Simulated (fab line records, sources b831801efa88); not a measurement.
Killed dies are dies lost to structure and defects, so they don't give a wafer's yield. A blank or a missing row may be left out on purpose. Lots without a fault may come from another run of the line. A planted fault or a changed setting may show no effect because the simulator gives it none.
One fault seen from 2 desks | flow sky130 | each desk has only its own numbers; what lay behind them comes last

THE TOOL OWNER'S DESK: implanter-04
The tool's own readings at SKY_LDD_N_IMPLANT_13: means of the sampled wafers that have a number, for each lot that ran on this tool. A lot is out of limits, marked OUT, if its mean lies more than 4 standard deviations from the usual mean; the brackets give that distance.
Columns: A = dose_ions_cm2 at SKY_LDD_N_IMPLANT_13, usual 5e+12; B = faraday_current_uA at SKY_LDD_N_IMPLANT_13, usual 28.2; C = rotation_deg at SKY_LDD_N_IMPLANT_13, usual 89.996 degrees
lot  | first seen here | A                       | B              | C
L772 | day 15 04:00    | 5e+12                   | 28.5           | 89.968
L778 | day 16 21:52    | 5e+12                   | 28.2           | 89.997
L777 | day 17 02:36    | 1e+13 (+99 or more) OUT | 53.2 (+48) OUT | 90.018
L780 | day 18 00:25    | 1e+13 (+99 or more) OUT | 53.3 (+48) OUT | 90.010
This desk's finding: out of limits on L777, L780; first on L777, day 17 02:36 (dose_ions_cm2 at SKY_LDD_N_IMPLANT_13). In limits: L772, L778.

THE METROLOGY DESK
What the gauges read, lot by lot, whatever tool the lot ran on: means of the sampled wafers that have a number. A lot is out of limits, marked OUT, if its mean lies more than 4 standard deviations from the usual mean; the brackets give that distance.
Columns: A = LDD_N_OVL at SKY_LDD_N_OVL_MEAS_07, usual -1.1 nm
lot  | first seen here | A
L772 | day 15 03:09    | -1.8
L778 | day 16 21:03    | -1.2
L777 | day 17 01:47    | 0.6
L779 | day 17 11:49    | -0.5
L780 | day 17 23:38    | -1.2
L792 | day 29 01:44    | -0.3
This desk's finding: nothing out of limits on any of the 6 lots.

PUT TOGETHER
The tool owner's desk could have raised an alarm at day 17 02:36, on L777, L780.
The metrology desk saw nothing out of limits.
The metrology desk has L777, L780 on record, within its limits.
Of the lots named, all ran SKY_LDD_N_IMPLANT_13 on implanter-04.

WHAT THE SIMULATOR HAD PUT IN
Process parameter drift: implanter-04, from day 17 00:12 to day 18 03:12, at SKY_LDD_N_IMPLANT_13. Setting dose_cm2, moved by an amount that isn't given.
Lots struck among those shown: L777, L780.
Hours from the fault's start to each desk's first reading out of limits: the tool owner's desk, 2.
